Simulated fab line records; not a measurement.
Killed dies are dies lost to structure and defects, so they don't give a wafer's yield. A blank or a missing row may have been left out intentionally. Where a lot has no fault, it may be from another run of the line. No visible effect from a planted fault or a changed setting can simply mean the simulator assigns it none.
Which of the tools did it? ; flow sky130 ; 39 wafers from 13 lots sampled at 3 of the route's 708 steps

## WHAT THE GAUGES READ, wafer by wafer
SKY_SD_N_RS_MEAS_17: the measuring method here is four-point-probe. Usual: SD_P_RS 145.9 ohm/sq, standard deviation 0.34.
lot;measured;on;SD_P_RS (ohm/sq);flag
L501;day 27 04:26;filmMetro-01;146.1 145.9 146.0;
L503;day 29 03:37;filmMetro-01;145.4 145.4 145.7;
L505;day 29 05:46;filmMetro-01;145.9 145.9 145.7;
L504;day 29 11:30;filmMetro-01;146.2 146.4 146.0;
L506;day 30 06:05;filmMetro-03;145.9 146.0 145.8;
L509;day 31 01:04;filmMetro-02;145.2 145.4 145.4;
L508;day 31 06:01;filmMetro-02;146.1 146.6 146.2;
L512;day 33 08:08;filmMetro-01;145.5 145.7 146.0;
L516;day 33 13:18;filmMetro-03;145.9 146.3 145.7;
L520;day 34 05:46;filmMetro-01;145.4 145.1 145.2;
L521;day 34 15:55;filmMetro-02;145.9 146.3 145.7;
L522;day 34 19:15;filmMetro-02;146.0 146.1 145.7;
L524;day 35 17:24;filmMetro-03;146.3 146.3 146.5;

SKY_CONTACT_OVL_MEAS_15. Usual: CONTACT_OVL 2 nm, standard deviation 4.8.
lot;measured;on;CONTACT_OVL (nm);flag
L501;day 30 21:27;overlay-01;9 -1 0;
L503;day 32 19:02;overlay-02;6 6 10;
L505;day 32 22:42;overlay-01;5 7 3;
L504;day 33 02:28;overlay-02;-5 -4 -10;
L506;day 33 21:57;overlay-01;-2 3 1;
L509;day 34 15:04;overlay-01;4 -1 0;
L508;day 34 19:48;overlay-02;-6 3 -5;
L512;day 36 19:07;overlay-01;-3 -5 2;
L516;day 37 00:09;overlay-01;-3 3 7;
L520;day 37 17:24;overlay-01;9 4 -2;
L521;day 38 03:58;overlay-02;-3 5 6;
L522;day 38 04:25;overlay-01;10 3 13;
L524;day 39 02:10;overlay-02;-4 1 2;

## TOOL THAT RAN EACH LOT (tool first, then ch and the chambers of the sampled wafers, then the start)
lot;SKY_RES_XHIGH_IMPLANT_07
L501;implanter-03 ch 0, day 25 22:36
L503;implanter-03 ch 0, day 27 22:57
L505;implanter-04 ch 0, day 28 00:12
L504;implanter-04 ch 0, day 28 06:51
L506;implanter-02 ch 0, day 29 00:14
L509;implanter-02 ch 0, day 29 20:31
L508;implanter-02 ch 0, day 30 00:56
L512;implanter-03 ch 0, day 32 04:20
L516;implanter-04 ch 0, day 32 09:32
L520;implanter-02 ch 0, day 33 01:39
L521;implanter-03 ch 0, day 33 12:20
L522;implanter-02 ch 0, day 33 16:02
L524;implanter-03 ch 0, day 34 13:21
- SKY_RES_XHIGH_IMPLANT_07

## AS READ BY THE TOOLS THEMSELVES (means over the sampled wafers that have a number; for cases with no such wafer, the mark the record gives instead)
SKY_RES_XHIGH_IMPLANT_07. Usual: beamEnergyKeV 19.999, standard deviation 0.0059; endStationPressureTorr 5.24e-06 Torr, standard deviation 2.8e-07.
lot;tool;beamEnergyKeV;endStationPressureTorr (Torr);flag
L501;implanter-03;20.001;5.29e-06;
L503;implanter-03;20.008;5.36e-06;
L505;implanter-04;20.002;5.02e-06;
L504;implanter-04;19.992;5.09e-06;
L506;implanter-02;19.998;5.20e-06;
L509;implanter-02;20.566;4.95e-06;OFF
L508;implanter-02;20.562;5.12e-06;OFF
L512;implanter-03;20.008;5.17e-06;
L516;implanter-04;19.998;5.39e-06;
L520;implanter-02;20.002;5.26e-06;
L521;implanter-03;20.004;5.30e-06;
L522;implanter-02;20.000;5.17e-06;
L524;implanter-03;19.998;5.57e-06;

## THE ANSWER, worked out from the rows above alone
Rule: lot off if the mean of its wafers having a number is beyond 3 standard deviations from the usual mean. Also off: a lot with no number at a reading for which 4 or more lots have one. Where the step has rows for the other lots, those lots are counted as sound. First the gauges in route order, then the tools' own readings, where a lot's mean is used as printed above. The first step at which some lot is off is used, and at that step the reading that is off furthest; a lot without a number counts as furthest.
Off: L509, L508 (SKY_RES_XHIGH_IMPLANT_07, beamEnergyKeV).
A tool fits if, at that step or a process step before it, it ran every lot that is off, and no sound lot after the first of them. Not one of the candidates tried fits.

## WHAT WAS PUT IN BY THE SIMULATOR
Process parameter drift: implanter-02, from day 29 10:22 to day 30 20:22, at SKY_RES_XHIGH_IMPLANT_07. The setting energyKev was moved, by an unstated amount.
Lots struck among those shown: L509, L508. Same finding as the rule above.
